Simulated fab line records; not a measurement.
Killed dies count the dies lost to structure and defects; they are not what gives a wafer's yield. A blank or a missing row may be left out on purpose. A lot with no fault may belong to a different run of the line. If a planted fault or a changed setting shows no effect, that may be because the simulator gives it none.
2 desks looking at one fault	flow gf180mcu	numbers are kept per desk, each desk with only its own; the story behind them comes last

== METROLOGY DESK ==
Lot by lot, what the gauges showed, no matter which tool ran the lot: averages of those sampled wafers that carry a number. Marked OUT: a lot whose mean sits more than 4 standard deviations from the usual mean, which makes it out of limits; the brackets give that distance.
Columns: A = MIM_ALCU_RS at GF_MIM_RS_MEAS_10, usual 0.1560 ohm/sq; B = MIM_ALCU_THK at GF_MIM_THK_MEAS_11, usual 203.0 nm
lot	first seen here	A	B
L687	day 24 03:00	0.1563	202.0
L690	day 25 08:55	0.1563	202.8
L693	day 26 13:25	0.1557	204.0
L701	day 28 22:15	0.1576	202.1
L703	day 29 15:13	0.1647 (+4.9) OUT	192.5 (-4.6) OUT
L704	day 30 02:26	0.1560	201.6
L706	day 30 08:46	0.1627	194.5
L707	day 30 12:47	0.1563	202.8
L710	day 31 10:02	0.1537	206.4
This desk's result: L703 out of limits, first on L703 (MIM_ALCU_RS at GF_MIM_RS_MEAS_10), day 29 15:13. L687, L690, L693, L701, L704, L706, L707, L710: within limits.

== AT THE TOOL OWNER'S DESK: pvd_sputter-01 ==
The tool's own readings at GF_MIM_SPUTTER_08 (material AlCu, target thk 200 nm, time 10.86 s): means of the sampled wafers that have a number, for each lot that ran on this tool. Marked OUT: a lot whose mean sits more than 4 standard deviations from the usual mean, which makes it out of limits; the brackets give that distance.
Columns: A = cathode_dc_power_W at GF_MIM_SPUTTER_08, usual 10600 W; B = throttle_valve_pct at GF_MIM_SPUTTER_08, usual 30.2 %
lot	first seen here	A	B
L690	day 25 08:50	10601	29.8
L703	day 29 15:10	9962 (-99 or more) OUT	29.9
L706	day 30 08:43	9961 (-99 or more) OUT	30.7
This desk finds L703, L706 out of limits, L703 being first, at day 29 15:10 (cathode_dc_power_W at GF_MIM_SPUTTER_08). L690: within limits.

== BROUGHT TOGETHER ==
On L703, L706, at day 29 15:10, an alarm was possible from the tool owner's desk.
Metrology desk: alarm possible at day 29 15:13 on L703.
The metrology desk holds a record of L706, inside its limits.
Of the lots named, all ran GF_MIM_SPUTTER_08 on pvd_sputter-01.

== WHAT THE SIMULATOR HAD PUT IN ==
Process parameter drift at GF_MIM_SPUTTER_08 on pvd_sputter-01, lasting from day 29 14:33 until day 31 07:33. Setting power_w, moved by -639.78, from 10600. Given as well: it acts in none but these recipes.
Shown lots that were struck: L703, L706.
Fault start to first reading out of limits, in hours, per desk: tool owner, 1; metrology, 1.
